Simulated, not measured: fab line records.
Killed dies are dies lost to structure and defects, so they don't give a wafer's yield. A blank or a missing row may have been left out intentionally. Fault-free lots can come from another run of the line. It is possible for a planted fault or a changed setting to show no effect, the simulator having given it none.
fab line records	flow gf180mcu
record: lots: 24	wafers: 72	last-day: 34
route steps=602 shown DNWELL@40 VT_IMPLANT@130 V4@494 MIM@513 V5@555 TOP_METAL@583
lots that met no fault: from a run of the same line without faults
start-h: start of the lot's first displayed wafer, in hours after the record's first day	wait-h: time in hours since the lot's previous step	" the same as in the row above	L1.1+2: a row that stands for several wafers	- no value, or no start was given	* or withheld: withheld	< > ~ a bound
route shown NAME@n: a module of which the file shows steps, and the number in the route of the first	usual: the fault-free wafers' mean and standard deviation	same: alike in all rows	chamber/n: place in a boat	sites: readings site by site	_std_site: standard deviation of those values	_edge_site: mean of outer sites minus mean of inner sites	radius-mm: how far each site lies from the wafer's centre	mask NAME#n: copy n	behind: the last tool/chamber to shape the wafer	hold: the reason the lot was held/the length of the hold in hours/how it ended	device: which transistor (n, p or np) failed to switch	end of line: the route-end tests of the same wafers	step lacking rows: just its recipe	killed: not the wafer's yield, but the dies lost to structure and defects at the first sort	map: a wafer's dies, x killed, . not, _ none there
set.NAME: the setting that was run; set.NAME@STEP: the one run at that earlier step	model.NAME: the simulator's own value behind a step, which no gauge read
the route's steps for a sample of lots (tables are steps, rows are wafers)
services: from which hour (start-h, from the record's first day; less than 0 if before it) a tool's chamber was out of use, for how many hours, and why
== steps ==
step: GF_DNWELL_STRIP_08
recipe: chemistry: O2/N2	power-w: 1400	pressure-mtorr: 1500	platen-temp-c: 250	o2-flow-sccm: 3000	n2-flow-sccm: 300	overash-fraction: 0.5
usual: drypump-motor-current-A: 5.7/0.47	heater-power-w: 334/28	oes-product-au: 0.722/0.0047	strip-time-to-endpoint-s: 36.96/0.099
lot.wafer	tool	chamber	start-h	wait-h	drypump-motor-current-A	heater-power-w	oes-product-au	rf-hours-counter-h	strip-time-to-endpoint-s
L074.4	plasma-asher-03	1	42.92	0.1	6.2	357	0.729	-	36.96
L074.5	"	0	"	"	5.1	281	0.720	-	36.93
L074.6	"	1	"	"	6.2	358	0.724	-	36.89
L075.2	plasma-asher-02	1	50.86	0.1	5.9	310	0.718	37	37.06
L075.3	"	1	"	"	5.9	315	0.725	-	37.15
L075.6	"	1	"	"	5.9	313	0.715	-	37.12
L076.1	plasma-asher-03	0	53.73	0.1	5.1	297	0.727	41	37.05
L076.4	"	0	"	"	5.2	294	0.720	-	36.96
L076.5	"	1	"	"	6.2	351	0.723	-	36.91
L077.1	plasma-asher-01	0	58.18	0.1	4.9	371	0.723	26	37.02
L077.3	"	0	"	"	4.9	365	0.719	-	37.08
L077.4	"	1	"	"	5.8	351	0.725	-	36.95
L078.2	plasma-asher-03	0	63.26	0.1	5.2	292	0.717	42	36.97
L078.3	"	0	"	"	5.1	288	0.730	-	36.87
L078.5	"	1	"	"	6.2	344	0.717	-	36.94
L079.1	plasma-asher-01	0	69.94	0.1	4.9	372	0.726	27	37.02
L079.2	"	1	"	"	5.8	322	0.735	27	36.93
L079.3	"	1	"	"	5.8	342	0.711	-	36.84
L080.1	plasma-asher-03	1	74.54	0.1	6.2	355	0.724	43	37.02
L080.2	"	0	"	"	5.1	274	0.721	43	36.96
L080.3	"	0	"	"	5.1	286	0.720	-	37.08
L081.1	plasma-asher-02	1	78.94	0.1	5.9	309	0.726	40	36.85
L081.2	"	0	"	"	6.2	366	0.731	40	36.96
L081.4	"	1	"	"	5.9	312	0.706	-	36.85
L082.1	plasma-asher-01	1	85.21	0.1	5.8	339	0.720	28	36.78
L082.3	"	1	"	"	5.8	333	0.720	-	36.85
L082.6	"	0	"	"	4.9	374	0.722	-	36.74
L083.2	plasma-asher-03	1	92.17	0.1	6.2	354	0.715	45	36.90
L083.5	"	1	"	"	6.2	359	0.719	-	37.04
L083.6	"	0	"	"	5.1	281	0.717	-	36.92
L084.2	plasma-asher-02	0	96.84	0.1	6.2	364	0.724	42	37.01
L084.4	"	0	"	"	6.2	363	0.721	-	36.92
L084.6	"	0	"	"	6.2	362	0.720	-	36.93
L085.1	plasma-asher-02	0	102.49	0.1	6.2	361	0.728	42	37.04
L085.4	"	0	"	"	6.2	373	0.719	-	37.03
L085.6	"	0	"	"	6.2	357	0.723	-	36.99
L086.1	plasma-asher-03	1	106.47	0.1	6.1	355	0.722	46	36.93
L086.2	"	0	"	"	5.1	289	0.722	46	36.93
L086.3	"	1	"	"	6.1	349	0.725	-	37.05
L087.1	plasma-asher-03	0	118.24	0.1	5.2	284	0.725	48	36.98
L087.4	"	0	"	"	5.2	283	0.726	-	36.96
L087.5	"	1	"	"	6.2	356	0.717	-	37.00
L088.1	plasma-asher-03	0	121.44	0.1	5.1	283	0.718	48	36.93
L088.3	"	1	"	"	6.2	359	0.731	-	36.93
L088.4	"	0	"	"	5.1	286	0.722	-	36.92
L089.2	plasma-asher-02	0	124.89	0.1	6.2	360	0.730	1	36.95
L089.4	"	1	"	"	5.9	317	0.718	-	36.92
L089.5	"	1	"	"	5.9	323	0.720	-	36.97
L090.2	plasma-asher-03	1	129.57	0.1	6.1	350	0.728	49	36.86
L090.3	"	0	"	"	5.1	284	0.728	-	36.85
L090.4	"	1	"	"	6.2	353	0.723	-	36.79
L091.3	plasma-asher-01	1	134.77	0.1	5.8	333	0.721	-	36.95
L091.4	"	0	"	"	4.9	366	0.715	-	36.80
L091.5	"	0	"	"	4.9	362	0.722	-	36.88
L092.2	plasma-asher-02	0	141.12	0.1	6.2	358	0.720	2	36.88
L092.3	"	1	"	"	5.8	321	0.717	-	36.81
L092.4	"	0	"	"	6.2	356	0.724	-	36.86
L093.1	plasma-asher-01	0	144.77	0.1	4.9	364	0.723	35	36.89
L093.3	"	1	"	"	5.8	330	0.716	-	36.83
L093.5	"	1	"	"	5.8	339	0.723	-	36.86
L094.1	plasma-asher-02	0	153.10	0.1	6.2	358	0.722	4	36.98
L094.4	"	0	"	"	6.1	361	0.725	-	36.95
L094.5	"	0	"	"	6.2	355	0.717	-	36.99
L095.4	plasma-asher-02	0	155.42	0.1	6.2	359	0.723	-	36.77
L095.5	"	0	"	"	6.2	350	0.722	-	37.11
L095.6	"	1	"	"	5.9	324	0.720	-	36.88
L096.4	plasma-asher-02	1	159.07	0.1	5.9	334	0.713	-	37.16
L096.5	"	1	"	"	5.9	326	0.715	-	37.12
L096.6	"	0	"	"	6.2	356	0.723	-	37.13
L097.1	plasma-asher-02	0	163.74	0.1	6.1	360	0.724	5	37.10
L097.4	"	0	"	"	6.1	356	0.724	-	37.17
L097.5	"	0	"	"	6.2	360	0.719	-	37.09
step: GF_VT_IMPLANT_OVL_MEAS_40
usual: VT_IMPLANT_03_OVL: -0.5/1.1
lot.wafer	tool	chamber	start-h	wait-h	VT_IMPLANT_03_OVL[nm]
L074.4	overlay-01	-	153.91	0.1	-0.7
L074.5	"	-	"	"	-2.4
L074.6	"	-	"	"	-1.2
L075.2	overlay-02	-	165.66	0.1	-0.9
L075.3	"	-	"	"	-2.7
L075.6	"	-	"	"	-0.7
L076.1	overlay-01	-	169.75	0.1	-0.9
L076.4	"	-	"	"	-0.5
L076.5	"	-	"	"	-2.0
L077.1	overlay-01	-	173.80	0.1	-0.8
L077.3	"	-	"	"	-1.5
L077.4	"	-	"	"	-0.7
L078.2	overlay-02	-	179.30	0.1	-0.4
L078.3	"	-	"	"	-0.1
L078.5	"	-	"	"	-0.2
L079.1	overlay-01	-	189.89	0.1	1.5
L079.2	"	-	"	"	0.3
L079.3	"	-	"	"	1.7
L080.1	overlay-01	-	195.65	0.1	-2.5
L080.2	"	-	"	"	-1.2
L080.3	"	-	"	"	-0.5
L081.1	overlay-01	-	200.49	0.1	0.8
L081.2	"	-	"	"	0.7
L081.4	"	-	"	"	0.2
L082.1	overlay-02	-	207.80	0.1	-0.1
L082.3	"	-	"	"	-0.7
L082.6	"	-	"	"	-0.2
L083.2	overlay-02	-	217.35	0.1	-1.8
L083.5	"	-	"	"	-2.2
L083.6	"	-	"	"	-1.2
L084.2	overlay-02	-	224.99	0.1	-2.3
L084.4	"	-	"	"	-3.2
L084.6	"	-	"	"	-2.6
L085.1	overlay-02	-	231.55	0.1	-0.6
L085.4	"	-	"	"	-1.8
L085.6	"	-	"	"	-0.1
L086.1	overlay-01	-	235.25	0.1	-0.4
L086.2	"	-	"	"	-0.9
L086.3	"	-	"	"	1.1
L087.1	overlay-02	-	250.54	0.1	0.3
L087.4	"	-	"	"	-0.1
L087.5	"	-	"	"	-0.3
L088.1	overlay-02	-	255.74	0.1	0.2
L088.3	"	-	"	"	0.4
L088.4	"	-	"	"	0.4
L089.2	overlay-01	-	260.66	0.1	-0.4
L089.4	"	-	"	"	-0.4
L089.5	"	-	"	"	-0.7
L090.2	overlay-01	-	267.89	0.1	0.4
L090.3	"	-	"	"	-0.1
L090.4	"	-	"	"	0.8
L091.3	overlay-02	-	273.31	0.1	0.2
L091.4	"	-	"	"	-1.2
L091.5	"	-	"	"	-0.6
L092.2	overlay-01	-	286.39	0.1	-0.2
L092.3	"	-	"	"	0.4
L092.4	"	-	"	"	-0.9
L093.1	overlay-02	-	287.40	0.1	-3.0
L093.3	"	-	"	"	-2.4
L093.5	"	-	"	"	-2.2
L094.1	overlay-01	-	298.15	0.1	0.6
L094.4	"	-	"	"	1.1
L094.5	"	-	"	"	0.7
L095.4	overlay-01	-	301.31	0.1	-0.7
L095.5	"	-	"	"	-1.6
L095.6	"	-	"	"	0.1
L096.4	overlay-02	-	304.80	0.1	-0.8
L096.5	"	-	"	"	-0.1
L096.6	"	-	"	"	0.2
L097.1	overlay-01	-	311.29	0.1	0.8
L097.4	"	-	"	"	3.0
L097.5	"	-	"	"	1.6
step: GF_V4_STRIP_18
recipe: chemistry: O2/N2	power-w: 1400	pressure-mtorr: 1500	platen-temp-c: 250	o2-flow-sccm: 3000	n2-flow-sccm: 300	overash-fraction: 0.5
usual: drypump-motor-current-A: 5.7/0.5	heater-power-w: 335/28	oes-product-au: 0.592/0.0046
lot.wafer	tool	chamber	start-h	wait-h	drypump-motor-current-A	heater-power-w	oes-product-au	rf-hours-counter-h
L074.4	plasma-asher-03	1	557.58	-	6.2	355	0.598	-
L074.5	"	1	"	"	6.2	355	0.592	-
L074.6	"	0	"	"	5.2	282	0.600	-
L075.2	plasma-asher-03	0	570.98	-	5.1	278	0.585	98
L075.3	"	0	"	"	5.1	280	0.590	-
L075.6	"	1	"	"	6.2	348	0.594	-
L076.1	plasma-asher-02	1	578.55	-	5.9	321	0.591	49
L076.4	"	0	"	"	6.2	360	0.588	-
L076.5	"	0	"	"	6.2	352	0.595	-
L077.1	plasma-asher-01	1	583.95	-	5.8	336	0.589	77
L077.3	"	0	"	"	4.9	358	0.594	-
L077.4	"	1	"	"	5.8	328	0.595	-
L078.2	plasma-asher-03	0	587.98	-	5.2	286	0.591	99
L078.3	"	1	"	"	6.2	348	0.586	-
L078.5	"	0	"	"	5.1	281	0.599	-
L079.1	plasma-asher-02	0	605.15	-	6.2	360	0.595	52
L079.2	"	1	"	"	5.9	324	0.595	52
L079.3	"	0	"	"	6.2	359	0.598	-
L080.1	plasma-asher-03	0	609.27	-	5.1	283	0.597	102
L080.2	"	1	"	"	6.2	361	0.587	102
L080.3	"	0	"	"	5.1	282	0.591	-
L081.1	plasma-asher-03	0	617.13	-	5.1	287	0.593	103
L081.2	"	1	"	"	6.2	358	0.603	103
L081.4	"	0	"	"	5.1	286	0.592	-
L082.1	plasma-asher-03	0	627.02	-	5.2	287	0.587	104
L082.3	"	0	"	"	5.1	285	0.598	-
L082.6	"	1	"	"	6.2	342	0.592	-
L083.2	plasma-asher-03	0	636.07	-	5.1	296	0.597	105
L083.5	"	0	"	"	5.1	287	0.593	-
L083.6	"	1	"	"	6.2	361	0.594	-
L084.2	plasma-asher-02	1	642.40	-	5.8	320	0.591	55
L084.4	"	1	"	"	5.8	314	0.588	-
L084.6	"	1	"	"	5.8	322	0.589	-
L085.1	plasma-asher-02	1	651.48	-	5.9	326	0.592	56
L085.4	"	0	"	"	6.2	339	0.599	-
L085.6	"	0	"	"	6.2	350	0.590	-
L086.1	plasma-asher-02	0	655.87	-	6.2	353	0.592	57
L086.2	"	1	"	"	5.8	324	0.597	57
L086.3	"	1	"	"	5.9	322	0.591	-
L087.1	plasma-asher-01	0	670.02	-	4.9	362	0.590	86
L087.4	"	0	"	"	4.9	364	0.594	-
L087.5	"	1	"	"	5.8	334	0.597	-
L088.1	plasma-asher-01	1	677.05	-	5.8	337	0.584	87
L088.3	"	0	"	"	4.9	363	0.597	-
L088.4	"	1	"	"	5.8	338	0.591	-
L089.2	plasma-asher-01	0	682.13	-	4.9	367	0.600	88
L089.4	"	0	"	"	4.9	364	0.587	-
L089.5	"	1	"	"	5.8	336	0.599	-
L090.2	plasma-asher-02	0	686.15	-	6.2	352	0.588	60
L090.3	"	1	"	"	5.9	327	0.589	-
L090.4	"	0	"	"	6.1	357	0.598	-
L091.3	plasma-asher-03	1	695.55	-	6.1	346	0.587	-
L091.4	"	0	"	"	5.1	289	0.598	-
L091.5	"	1	"	"	6.2	349	0.583	-
L092.2	plasma-asher-02	1	704.38	-	5.8	324	0.581	62
L092.3	"	1	"	"	5.9	326	0.592	-
L092.4	"	0	"	"	6.2	365	0.591	-
L093.1	plasma-asher-01	0	708.83	-	4.9	362	0.589	91
L093.3	"	1	"	"	5.8	334	0.596	-
L093.5	"	1	"	"	5.8	335	0.590	-
L094.1	plasma-asher-01	0	718.13	-	4.9	362	0.589	92
L094.4	"	1	"	"	5.8	335	0.587	-
L094.5	"	1	"	"	5.8	337	0.600	-
L095.4	plasma-asher-02	0	719.00	-	6.2	358	0.588	-
L095.5	"	0	"	"	6.2	370	0.595	-
L095.6	"	1	"	"	5.9	329	0.593	-
L096.4	plasma-asher-01	0	721.46	-	4.9	375	0.585	-
L096.5	"	1	"	"	5.8	317	0.593	-
L096.6	"	0	"	"	4.9	373	0.591	-
L097.1	plasma-asher-01	0	726.35	-	4.9	371	0.597	93
L097.4	"	1	"	"	5.8	337	0.593	-
L097.5	"	0	"	"	4.9	357	0.590	-
step: GF_MIM_RS_MEAS_10
recipe: thk-meas-gauge: four-point-probe	reads: TiN_of_MIM_SPUTTER_09+AlCu_of_MIM_SPUTTER_08+TiN_of_MIM_SPUTTER_07
usual: MIM_ALCU_RS: 0.1612/0.0016
lot.wafer	tool	chamber	start-h	wait-h	MIM_ALCU_RS[ohm/sq]
L074.4	film-metro-04	-	559.36	0.1	0.1601
L074.5	"	-	"	"	0.1617
L074.6	"	-	"	"	0.1606
L075.2	film-metro-04	-	572.64	0.0	0.1617
L075.3	"	-	"	"	0.1609
L075.6	"	-	"	"	0.1606
L076.1	film-metro-04	-	580.19	0.0	0.1616
L076.4	"	-	"	"	0.1634
L076.5	"	-	"	"	0.1623
L077.1	film-metro-01	-	585.59	0.0	0.1601
L077.3	"	-	"	"	0.1596
L077.4	"	-	"	"	0.1591
L078.2	film-metro-02	-	589.64	0.0	0.1610
L078.3	"	-	"	"	0.1649
L078.5	"	-	"	"	0.1621
L079.1	film-metro-01	-	606.79	0.0	0.1589
L079.2	"	-	"	"	0.1610
L079.3	"	-	"	"	0.1605
L080.1	film-metro-04	-	610.91	0.0	0.1626
L080.2	"	-	"	"	0.1615
L080.3	"	-	"	"	0.1621
L081.1	film-metro-04	-	618.86	0.0	0.1612
L081.2	"	-	"	"	0.1640
L081.4	"	-	"	"	0.1627
L082.1	film-metro-01	-	629.25	0.0	0.1599
L082.3	"	-	"	"	0.1593
L082.6	"	-	"	"	0.1591
L083.2	film-metro-01	-	638.16	0.0	0.1615
L083.5	"	-	"	"	0.1626
L083.6	"	-	"	"	0.1620
L084.2	film-metro-04	-	644.57	0.0	0.1611
L084.4	"	-	"	"	0.1620
L084.6	"	-	"	"	0.1606
L085.1	film-metro-01	-	653.55	0.0	0.1598
L085.4	"	-	"	"	0.1614
L085.6	"	-	"	"	0.1581
L086.1	film-metro-01	-	657.60	0.0	0.1634
L086.2	"	-	"	"	0.1636
L086.3	"	-	"	"	0.1625
L087.1	film-metro-01	-	671.66	0.0	0.1604
L087.4	"	-	"	"	0.1597
L087.5	"	-	"	"	0.1590
L088.1	film-metro-02	-	678.69	0.0	0.1621
L088.3	"	-	"	"	0.1625
L088.4	"	-	"	"	0.1621
L089.2	film-metro-04	-	683.82	0.0	0.1614
L089.4	"	-	"	"	0.1649
L089.5	"	-	"	"	0.1649
L090.2	film-metro-04	-	687.81	0.0	0.1630
L090.3	"	-	"	"	0.1614
L090.4	"	-	"	"	0.1605
L091.3	film-metro-02	-	697.73	0.1	0.1584
L091.4	"	-	"	"	0.1598
L091.5	"	-	"	"	0.1591
L092.2	film-metro-01	-	706.04	0.0	0.1598
L092.3	"	-	"	"	0.1613
L092.4	"	-	"	"	0.1591
L093.1	film-metro-02	-	710.48	0.0	0.1612
L093.3	"	-	"	"	0.1621
L093.5	"	-	"	"	0.1615
L094.1	film-metro-01	-	719.77	0.0	0.1603
L094.4	"	-	"	"	0.1634
L094.5	"	-	"	"	0.1602
L095.4	film-metro-01	-	720.72	0.1	0.1618
L095.5	"	-	"	"	0.1615
L095.6	"	-	"	"	0.1614
L096.4	film-metro-02	-	723.16	0.1	0.1634
L096.5	"	-	"	"	0.1626
L096.6	"	-	"	"	0.1612
L097.1	film-metro-02	-	728.00	0.0	0.1613
L097.4	"	-	"	"	0.1610
L097.5	"	-	"	"	0.1606
step: GF_V5_OVL_MEAS_15
usual: V5_OVL: 4/3.9
lot.wafer	tool	chamber	start-h	wait-h	V5_OVL[nm]
L074.4	overlay-01	-	624.65	0.1	-1
L074.5	"	-	"	"	5
L074.6	"	-	"	"	-4
L075.2	overlay-01	-	636.46	0.1	5
L075.3	"	-	"	"	8
L075.6	"	-	"	"	5
L076.1	overlay-01	-	643.54	0.1	3
L076.4	"	-	"	"	1
L076.5	"	-	"	"	8
L077.1	overlay-01	-	649.64	0.1	-2
L077.3	"	-	"	"	1
L077.4	"	-	"	"	6
L078.2	overlay-02	-	651.74	0.1	0
L078.3	"	-	"	"	-1
L078.5	"	-	"	"	2
L079.1	overlay-02	-	669.37	0.1	5
L079.2	"	-	"	"	3
L079.3	"	-	"	"	4
L080.1	overlay-02	-	671.67	0.1	1
L080.2	"	-	"	"	-1
L080.3	"	-	"	"	3
L081.1	overlay-02	-	680.39	0.1	-1
L081.2	"	-	"	"	5
L081.4	"	-	"	"	5
L082.1	overlay-02	-	688.96	0.1	7
L082.3	"	-	"	"	7
L082.6	"	-	"	"	8
L083.2	overlay-02	-	697.16	0.1	0
L083.5	"	-	"	"	1
L083.6	"	-	"	"	0
L084.2	overlay-01	-	703.99	0.1	-3
L084.4	"	-	"	"	-7
L084.6	"	-	"	"	-2
L085.1	overlay-02	-	711.92	0.1	9
L085.4	"	-	"	"	6
L085.6	"	-	"	"	7
L086.1	overlay-02	-	716.48	0.1	0
L086.2	"	-	"	"	-2
L086.3	"	-	"	"	-4
L087.1	overlay-02	-	728.47	0.1	-2
L087.4	"	-	"	"	11
L087.5	"	-	"	"	2
L088.1	overlay-02	-	735.13	0.1	4
L088.3	"	-	"	"	2
L088.4	"	-	"	"	1
L089.2	overlay-02	-	739.27	0.1	0
L089.4	"	-	"	"	3
L089.5	"	-	"	"	5
L090.2	overlay-01	-	742.77	0.1	5
L090.3	"	-	"	"	1
L090.4	"	-	"	"	8
L091.3	overlay-01	-	752.17	0.1	5
L091.4	"	-	"	"	6
L091.5	"	-	"	"	9
L092.2	overlay-01	-	759.61	0.1	8
L092.3	"	-	"	"	7
L092.4	"	-	"	"	5
L093.1	overlay-01	-	763.16	0.1	4
L093.3	"	-	"	"	9
L093.5	"	-	"	"	1
L094.1	overlay-01	-	772.36	0.1	5
L094.4	"	-	"	"	14
L094.5	"	-	"	"	6
L095.4	overlay-01	-	772.95	0.1	4
L095.5	"	-	"	"	8
L095.6	"	-	"	"	3
L096.4	overlay-01	-	774.83	0.1	6
L096.5	"	-	"	"	-2
L096.6	"	-	"	"	6
L097.1	overlay-01	-	778.51	0.1	-1
L097.4	"	-	"	"	4
L097.5	"	-	"	"	5
step: GF_TOP_METAL_METAL_ETCH_16
recipe: chemistry: Cl2/BCl3	mask-material: NOVOLAK	target-depth-nm: 1077.5	stop-on: SiO2	pressure-mtorr: 8	icp-w: 800	bias-w: 140	Cl2_flow_sccm: 80	bcl3-flow-sccm: 40	time-s: 179.6
usual: drypump-motor-current-A: 5.7/0.39	mfc-cl2-sccm: 80.00/0.24	oes-product-au: 0.966/0.0075	throttle-valve-pct: 28.258/0.012
lot.wafer	tool	chamber	start-h	wait-h	drypump-motor-current-A	mfc-cl2-sccm	oes-product-au	rf-hours-counter-h	throttle-valve-pct
L074.4	rie-metal-01	1	646.08	0.1	5.5	80.02	0.963	-	28.250
L074.5	"	0	"	"	5.3	80.00	0.970	-	28.254
L074.6	"	1	"	"	5.5	80.17	0.972	-	28.253
L075.2	rie-metal-03	1	658.60	0.0	5.9	79.94	0.944	6	28.279
L075.3	"	1	"	"	5.9	79.91	0.960	-	28.262
L075.6	"	1	"	"	5.9	79.83	0.959	-	28.258
L076.1	rie-metal-02	0	664.84	0.0	6.2	80.30	0.963	8	28.256
L076.4	"	1	"	"	6.1	79.87	0.968	-	28.268
L076.5	"	1	"	"	6.1	80.05	0.969	-	28.277
L077.1	rie-metal-03	1	670.60	0.0	5.9	80.29	0.962	7	28.257
L077.3	"	1	"	"	5.9	80.33	0.970	-	28.258
L077.4	"	0	"	"	5.3	80.12	0.961	-	28.249
L078.2	rie-metal-03	1	673.34	0.0	6.0	79.96	0.951	7	28.275
L078.3	"	1	"	"	6.0	79.47	0.970	-	28.255
L078.5	"	0	"	"	5.3	79.56	0.958	-	28.256
L079.1	rie-metal-03	1	690.20	0.0	5.9	80.28	0.980	7	28.251
L079.2	"	0	"	"	5.3	79.81	0.961	5	28.251
L079.3	"	1	"	"	5.9	80.03	0.974	-	28.250
L080.1	rie-metal-02	0	692.44	0.0	6.2	80.57	0.961	9	28.272
L080.2	"	1	"	"	6.2	79.86	0.954	2	28.268
L080.3	"	1	"	"	6.2	79.75	0.950	-	28.268
L081.1	rie-metal-03	1	700.82	0.0	6.0	79.78	0.960	8	28.266
L081.2	"	0	"	"	5.3	80.19	0.970	5	28.271
L081.4	"	0	"	"	5.3	79.70	0.972	-	28.260
L082.1	rie-metal-03	0	709.54	0.0	5.3	80.51	0.967	6	28.245
L082.3	"	0	"	"	5.3	80.49	0.970	-	28.259
L082.6	"	1	"	"	6.0	80.39	0.962	-	28.245
L083.2	rie-metal-02	1	717.07	0.0	6.2	79.67	0.977	3	28.248
L083.5	"	1	"	"	6.2	79.85	0.966	-	28.261
L083.6	"	0	"	"	6.2	80.30	0.962	-	28.268
L084.2	rie-metal-02	0	723.52	0.0	6.2	80.09	0.963	10	28.268
L084.4	"	0	"	"	6.2	80.00	0.966	-	28.260
L084.6	"	0	"	"	6.2	79.93	0.959	-	28.273
L085.1	rie-metal-03	0	730.50	0.0	5.3	79.57	0.973	7	28.244
L085.4	"	1	"	"	6.0	80.35	0.968	-	28.263
L085.6	"	1	"	"	6.0	79.77	0.977	-	28.248
L086.1	rie-metal-02	0	735.70	0.0	6.2	79.93	0.965	11	28.268
L086.2	"	1	"	"	6.2	80.00	0.976	4	28.256
L086.3	"	1	"	"	6.2	79.85	0.975	-	28.246
L087.1	rie-metal-03	0	747.49	0.0	5.2	80.44	0.956	7	28.260
L087.4	"	1	"	"	5.9	79.58	0.961	-	28.249
L087.5	"	0	"	"	5.3	79.82	0.968	-	28.284
L088.1	rie-metal-01	0	753.75	0.0	5.3	80.40	0.963	7	28.264
L088.3	"	1	"	"	5.5	79.85	0.962	-	28.270
L088.4	"	0	"	"	5.3	80.26	0.966	-	28.261
L089.2	rie-metal-02	0	758.10	0.0	6.2	80.07	0.964	12	28.256
L089.4	"	0	"	"	6.2	79.55	0.966	-	28.251
L089.5	"	1	"	"	6.1	80.16	0.977	-	28.254
L090.2	rie-metal-01	1	760.92	0.0	5.5	79.73	0.968	14	28.249
L090.3	"	0	"	"	5.4	80.02	0.974	-	28.254
L090.4	"	1	"	"	5.5	79.81	0.963	-	28.272
L091.3	rie-metal-01	0	770.26	0.1	5.3	79.78	0.973	-	28.251
L091.4	"	1	"	"	5.5	80.18	0.974	-	28.242
L091.5	"	1	"	"	5.5	80.00	0.972	-	28.239
L092.2	rie-metal-01	0	777.72	0.0	5.3	80.20	0.959	8	28.265
L092.3	"	0	"	"	5.3	79.90	0.966	-	28.251
L092.4	"	1	"	"	5.5	80.13	0.972	-	28.255
L093.1	rie-metal-01	0	780.29	0.0	5.3	80.08	0.962	8	28.256
L093.3	"	0	"	"	5.3	80.29	0.972	-	28.258
L093.5	"	0	"	"	5.3	80.09	0.972	-	28.247
L094.1	rie-metal-01	1	790.07	0.0	5.4	80.03	0.958	15	28.274
L094.4	"	0	"	"	5.3	80.17	0.960	-	28.265
L094.5	"	0	"	"	5.3	79.86	0.965	-	28.279
L095.4	rie-metal-02	0	790.69	0.1	6.2	80.01	0.958	-	28.271
L095.5	"	0	"	"	6.2	79.93	0.961	-	28.272
L095.6	"	1	"	"	6.2	80.11	0.955	-	28.270
L096.4	rie-metal-03	1	792.44	0.1	5.9	80.34	0.969	-	28.280
L096.5	"	0	"	"	5.3	80.07	0.960	-	28.252
L096.6	"	1	"	"	5.9	80.04	0.966	-	28.241
L097.1	rie-metal-02	0	795.37	0.0	6.2	79.97	0.976	14	28.247
L097.4	"	1	"	"	6.2	80.09	0.971	-	28.240
L097.5	"	0	"	"	6.2	80.05	0.965	-	28.271
== services ==
tool	chamber	start-h	hours	kind
plasma-asher-03	-	54.89	0.6	repair
plasma-asher-03	-	66.24	0.5	repair
plasma-asher-03	-	71.56	2.6	repair
plasma-asher-02	-	108.75	9.0	pm
rie-metal-03	-	114.67	38.5	repair
plasma-asher-02	-	127.30	0.8	repair
plasma-asher-03	-	157.40	2.8	pm
plasma-asher-01	-	204.36	1.4	repair
plasma-asher-01	-	257.84	2.9	repair
plasma-asher-03	-	304.91	2.4	repair
plasma-asher-01	-	308.38	1.3	repair
plasma-asher-01	-	317.60	1.8	repair
rie-metal-03	-	375.35	1.1	repair
plasma-asher-02	-	384.33	14.6	pm
plasma-asher-01	-	447.86	2.8	pm
plasma-asher-02	-	480.00	2.8	pm
plasma-asher-01	-	483.98	15.6	pm
plasma-asher-03	-	508.65	1.4	repair
plasma-asher-02	-	557.39	0.8	repair
plasma-asher-02	-	561.91	1.3	repair
plasma-asher-01	-	566.69	2.2	repair
plasma-asher-02	-	609.34	7.0	repair
plasma-asher-03	-	652.37	0.5	repair
plasma-asher-03	-	733.75	9.0	pm
== key ==
fault none
